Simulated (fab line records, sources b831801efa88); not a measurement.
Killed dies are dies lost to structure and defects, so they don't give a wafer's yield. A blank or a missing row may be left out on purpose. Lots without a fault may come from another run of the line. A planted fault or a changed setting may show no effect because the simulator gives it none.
Which tool did it? | flow gf180mcu | 13 lots, 39 wafers sampled, at 5 steps of a route of 602

WHAT THE GAUGES READ, wafer by wafer
GF_PSD_OVL_MEAS_08. Usual: PSD_OVL -0.4 nm, standard deviation 1.3.
lot  | measured     | on         | PSD_OVL (nm)   | flag
L682 | day 15 04:21 | overlay-02 | 2.3 1.4 1.3    |
L686 | day 16 07:35 | overlay-02 | 1.4 3.0 2.1    |
L687 | day 16 17:32 | overlay-02 | -0.8 0.2 0.9   |
L688 | day 16 22:20 | overlay-02 | 0.6 -1.0 1.7   |
L689 | day 17 16:19 | overlay-02 | -0.8 -0.1 0.1  |
L690 | day 18 00:52 | overlay-02 | -0.3 0.0 -0.7  |
L691 | day 18 09:55 | overlay-02 | 1.0 -1.4 -1.2  |
L692 | day 18 11:16 | overlay-02 | 0.1 -1.6 -1.3  |
L693 | day 19 04:31 | overlay-02 | 2.0 2.3 -0.8   |
L695 | day 19 23:05 | overlay-02 | -1.4 -1.4 -1.0 |
L697 | day 20 09:52 | overlay-02 | 0.1 -2.8 0.4   |
L701 | day 21 15:35 | overlay-02 | 0.2 1.0 2.3    |
L703 | day 22 06:14 | overlay-02 | 0.4 -1.1 -0.4  |

GF_SAB_OVL_MEAS_10. Usual: SAB_OVL -0.9 nm, standard deviation 1.6.
lot  | measured     | on         | SAB_OVL (nm)   | flag
L682 | day 16 02:00 | overlay-01 | -2.5 -2.0 -1.5 |
L686 | day 17 07:07 | overlay-01 | -1.8 0.1 -0.5  |
L687 | day 17 16:58 | overlay-02 | 0.4 1.6 1.4    |
L688 | day 17 22:17 | overlay-02 | 3.0 0.2 1.5    |
L689 | day 18 17:02 | overlay-02 | 1.0 -0.1 2.1   |
L690 | day 19 01:26 | overlay-02 | -0.1 -1.1 -1.2 |
L691 | day 19 10:44 | overlay-01 | -1.0 -3.2 -0.4 |
L692 | day 19 12:50 | overlay-01 | -2.4 -3.0 -2.8 |
L693 | day 20 05:03 | overlay-01 | -2.9 -3.4 -3.8 |
L695 | day 20 23:50 | overlay-02 | 0.5 0.3 1.4    |
L697 | day 21 11:11 | overlay-01 | -0.7 -1.5 -3.2 |
L701 | day 22 15:29 | overlay-01 | -2.0 -1.4 0.2  |
L703 | day 23 05:47 | overlay-01 | -0.3 -1.6 -2.7 |

GF_SALICIDE_RS_MEAS_04: measures by four-point-probe. Usual: SALICIDE_TIN_RS 16.15 ohm/sq, standard deviation 0.29.
lot  | measured     | on            | SALICIDE_TIN_RS (ohm/sq) | flag
L682 | day 16 02:27 | film_metro-02 | 16.14 16.79 16.28        |
L686 | day 17 07:34 | film_metro-01 | 16.03 15.96 16.07        |
L687 | day 17 17:25 | film_metro-04 | 16.55 16.81 16.90        |
L688 | day 17 22:43 | film_metro-02 | 16.29 16.25 16.14        |
L689 | day 18 17:28 | film_metro-02 | 16.00 15.61 15.99        |
L690 | day 19 01:53 | film_metro-04 | 16.40 16.65 16.76        |
L691 | day 19 11:14 | film_metro-02 | 16.02 15.83 16.07        |
L692 | day 19 13:17 | film_metro-01 | 16.52 16.23 16.35        |
L693 | day 20 05:29 | film_metro-04 | 16.15 16.47 16.18        |
L695 | day 21 00:17 | film_metro-02 | 15.95 15.97 15.84        |
L697 | day 21 11:40 | film_metro-01 | 16.08 16.04 16.15        |
L701 | day 22 15:56 | film_metro-02 | 15.85 16.15 15.77        |
L703 | day 23 06:14 | film_metro-01 | 16.14 16.13 15.72        |

WHICH TOOL RAN EACH LOT (tool, then ch and the chambers of the sampled wafers, then the start)
lot  | GF_SAB_ETCH_11                     | GF_SAB_STRIP_13
L682 | rie_diel-03 ch 2,3, day 16 02:01   | plasma_asher-01 ch 0,1, day 16 02:13
L686 | rie_diel-03 ch 0,2,3, day 17 07:08 | plasma_asher-02 ch 1, day 17 07:19
L687 | rie_diel-03 ch 0,1,3, day 17 16:59 | plasma_asher-04 ch 0,1, day 17 17:09
L688 | rie_diel-03 ch 0,3, day 17 22:19   | plasma_asher-04 ch 0,1, day 17 22:28
L689 | rie_diel-04 ch 2,3, day 18 17:04   | plasma_asher-04 ch 1, day 18 17:13
L690 | rie_diel-04 ch 1,2, day 19 01:28   | plasma_asher-04 ch 0,1, day 19 01:38
L691 | rie_diel-03 ch 0,2, day 19 10:46   | plasma_asher-04 ch 0,1, day 19 10:59
L692 | rie_diel-04 ch 0,2,3, day 19 12:52 | plasma_asher-02 ch 0,1, day 19 13:02
L693 | rie_diel-04 ch 2,3, day 20 05:05   | plasma_asher-01 ch 0,1, day 20 05:14
L695 | rie_diel-04 ch 1,3, day 20 23:52   | plasma_asher-04 ch 0,1, day 21 00:01
L697 | rie_diel-01 ch 0,1,2, day 21 11:13 | plasma_asher-01 ch 0,1, day 21 11:23
L701 | rie_diel-03 ch 0,2,3, day 22 15:31 | plasma_asher-02 ch 0,1, day 22 15:40
L703 | rie_diel-03 ch 2,3, day 23 05:49   | plasma_asher-01 ch 0,1, day 23 05:58
- GF_SAB_ETCH_11: etches SiO2 in C4F8/O2/Ar, target depth 55 nm, time 8.5 s.
- GF_SAB_STRIP_13: strips in O2/N2.

WHAT THE TOOLS THEMSELVES READ (means of the sampled wafers that have a number; where no wafer has one, the mark that the record gives instead)
GF_SAB_ETCH_11. Usual: oes_product_au 1.001 a.u., standard deviation 0.012.
lot  | tool        | oes_product_au (a.u.) | flag
L682 | rie_diel-03 | 1.013                 |
L686 | rie_diel-03 | 1.010                 |
L687 | rie_diel-03 | 1.003                 |
L688 | rie_diel-03 | 1.006                 |
L689 | rie_diel-04 | 1.010                 |
L690 | rie_diel-04 | 0.991                 |
L691 | rie_diel-03 | 1.015                 |
L692 | rie_diel-04 | 1.004                 |
L693 | rie_diel-04 | 1.244                 | OFF
L695 | rie_diel-04 | 1.232                 | OFF
L697 | rie_diel-01 | 0.992                 |
L701 | rie_diel-03 | 1.010                 |
L703 | rie_diel-03 | 1.012                 |

GF_SAB_STRIP_13. Usual: drypump_motor_current_A 5.6 A, standard deviation 0.46; heater_power_w 330 W, standard deviation 23; oes_product_au 0.710 a.u., standard deviation 0.0044; strip_time_to_endpoint_s 12.62 s, standard deviation 0.032.
lot  | tool            | drypump_motor_current_A (A) | heater_power_w (W) | oes_product_au (a.u.) | strip_time_to_endpoint_s (s) | flag
L682 | plasma_asher-01 | 5.2                         | 335                | 0.706                 | 12.59                        |
L686 | plasma_asher-02 | 6.3                         | 285                | 0.704                 | 12.61                        |
L687 | plasma_asher-04 | 5.4                         | 337                | 0.709                 | 12.58                        |
L688 | plasma_asher-04 | 5.4                         | 341                | 0.710                 | 12.66                        |
L689 | plasma_asher-04 | 5.7                         | 359                | 0.706                 | 12.64                        |
L690 | plasma_asher-04 | 5.4                         | 338                | 0.709                 | 12.61                        |
L691 | plasma_asher-04 | 5.4                         | 333                | 0.713                 | 12.60                        |
L692 | plasma_asher-02 | 6.3                         | 297                | 0.709                 | 12.58                        |
L693 | plasma_asher-01 | 5.2                         | 331                | 0.714                 | 12.55                        |
L695 | plasma_asher-04 | 5.5                         | 346                | 0.709                 | 12.57                        |
L697 | plasma_asher-01 | 5.2                         | 336                | 0.707                 | 12.62                        |
L701 | plasma_asher-02 | 6.3                         | 304                | 0.711                 | 12.59                        |
L703 | plasma_asher-01 | 5.2                         | 336                | 0.710                 | 12.61                        |

THE ANSWER, worked out from the rows above alone
Rule: a lot is off if the mean of its wafers that have a number lies more than 3 standard deviations from the usual mean. A lot without any number at a reading at which 4 lots or more have one is off too. The other lots that the step has rows for count as sound. The gauges are gone through in route order, then the tools' own readings, and for those a lot's mean is taken as printed above. The first step at which some lot is off is used, and at that step the reading that is off furthest; a lot without a number counts as furthest.
Off: L693, L695, at GF_SAB_ETCH_11 (oes_product_au).
A tool fits if, at that step or a process step before it, it ran every lot that is off, and no sound lot after the first of them. One fits: rie_diel-04 at GF_SAB_ETCH_11. Its last sound lot is L692 (day 19 12:52), its first lot that is off L693 (day 20 05:05): a fault that began between those two fits.
The tool's own readings at GF_SAB_ETCH_11 bear it out: on the lots that are off they differ by more than 5 times the standard deviation of the sound lots' means. oes_product_au reads 1.238 a.u. there against 1.006 a.u. on the sound lots.

WHAT THE SIMULATOR HAD PUT IN
Process parameter drift: rie_diel-04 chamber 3, from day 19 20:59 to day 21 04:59, at GF_SAB_ETCH_11. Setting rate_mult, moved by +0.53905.
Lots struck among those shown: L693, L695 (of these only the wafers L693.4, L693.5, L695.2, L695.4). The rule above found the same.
